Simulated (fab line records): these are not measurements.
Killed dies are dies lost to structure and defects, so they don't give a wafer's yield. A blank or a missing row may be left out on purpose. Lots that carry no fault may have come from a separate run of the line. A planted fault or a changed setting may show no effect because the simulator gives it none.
A struck lot beside a sound one | flow gf180mcu | 16 out of 602 route steps
Sound: the wafers L366.1, L366.3, L366.6. The struck wafers were L381.1, L381.3, L381.6. Last of all comes the cause.
For every step that has rows: the tool of each side, followed by ch and its chambers, followed by its first start. Under that, the readings that differ: sound wafers | struck wafers | difference of the means | sigmas: that difference in standard deviations of wafers without a fault.
alike: readings whose means differ by less than 2 such deviations, and words and numbers that are the same on both sides. not compared: withheld readings, readings that some wafer has no value for, bounds like >300 that may hide the same value, and numbers for which the record gives no deviation and whose values overlap.
The two part at a step that has a row with sigmas, a row that says differs or no value, or rows on one side only. When numbers do not overlap yet have no deviation, they are printed without sigmas and do not part them. Lack of a reading on every wafer of one side parts them only where that side has two or more wafers.

GF_HV_LDD_THK_MEAS_57:
  struck on film_metro-04, day 19 07:11; sound on film_metro-01, day 14 07:04
  alike: HV_LDD_CVD_56_THK
GF_HV_LDD_ETCHBACK_58: etches Si3N4 in CH3F/O2, stops on SiO2, time 100 s, target depth 90 nm.
  sound on rie_diel-01 ch 0,3, day 14 07:07; struck on rie_diel-04 ch 0,1, day 19 07:14
  alike: drypump_motor_current_A, oes_product_au, throttle_valve_pct
  not compared: rf_hours_counter_h
then, 7 steps without rows for these wafers: GF_NSD_DEHYDRATE_00 (time 60 s); GF_NSD_HMDS_01 (prime time 60 s); GF_NSD_COAT_02 (resist thk 1000 nm); GF_NSD_SOFTBAKE_03 (time 60 s); GF_NSD_EXPOSE_04 (exposes mask Nplus, target cd 400 nm); GF_NSD_PEB_05; GF_NSD_DEVELOP_06 (develop time 60 s).
GF_NSD_CD_MEAS_07: the cd target is 400 nm.
  struck on cd_sem-01, day 20 07:03; sound on cd_sem-01, day 15 04:15
  alike: cd_nm
GF_NSD_OVL_MEAS_08:
  struck on overlay-02, day 20 07:10; sound on overlay-02, day 15 04:22
  alike: NSD_OVL
next, for these wafers, 1 step has no rows: GF_NSD_IMPLANT_09.
GF_NSD_IMPLANT_10:
  sound on implanter-03 ch 0, day 15 04:33; struck on implanter-03 ch 0, day 20 07:21
  reading                   | sound                | struck               | difference | sigmas
  beam_energy_keV           | 39.999 40.010 39.993 | 45.692 45.689 45.680 | +5.686     | +99 or more
  model.implant.rp_nm (nm)  | 48.75 48.75 48.75    | 54.71 54.71 54.71    | +5.96      |
  model.implant.drp_nm (nm) | 21.16 21.16 21.16    | 23.68 23.68 23.68    | +2.52      |
  alike: dose_ions_cm2, tilt_deg
GF_NSD_STRIP_11: strips in O2/N2.
  sound on plasma_asher-04 ch 0,1, day 15 04:42; struck on plasma_asher-02 ch 0,1, day 20 07:30
  reading                      | sound             | struck            | difference | sigmas
  strip_time_to_endpoint_s (s) | 22.98 22.98 22.99 | 23.30 23.24 23.25 | +0.28      | +7
  alike: drypump_motor_current_A, heater_power_w, oes_product_au
  not compared: rf_hours_counter_h
GF_NSD_TW_MEAS_12:
  struck on film_metro-03, day 20 07:36; sound on film_metro-03, day 15 04:48
  alike: NSD_TW
GF_PASSIVATION_PROBE_99:
  the record has rows for the sound wafers here (prober-02, day 30 16:27) and none for the struck ones

## WHERE THEY PART
First at GF_NSD_IMPLANT_10; last, within this record, at GF_PASSIVATION_PROBE_99.

WHY: the cause the simulator had injected
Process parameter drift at GF_NSD_IMPLANT_10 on implanter-03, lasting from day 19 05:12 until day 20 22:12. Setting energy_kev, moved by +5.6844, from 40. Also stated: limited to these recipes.
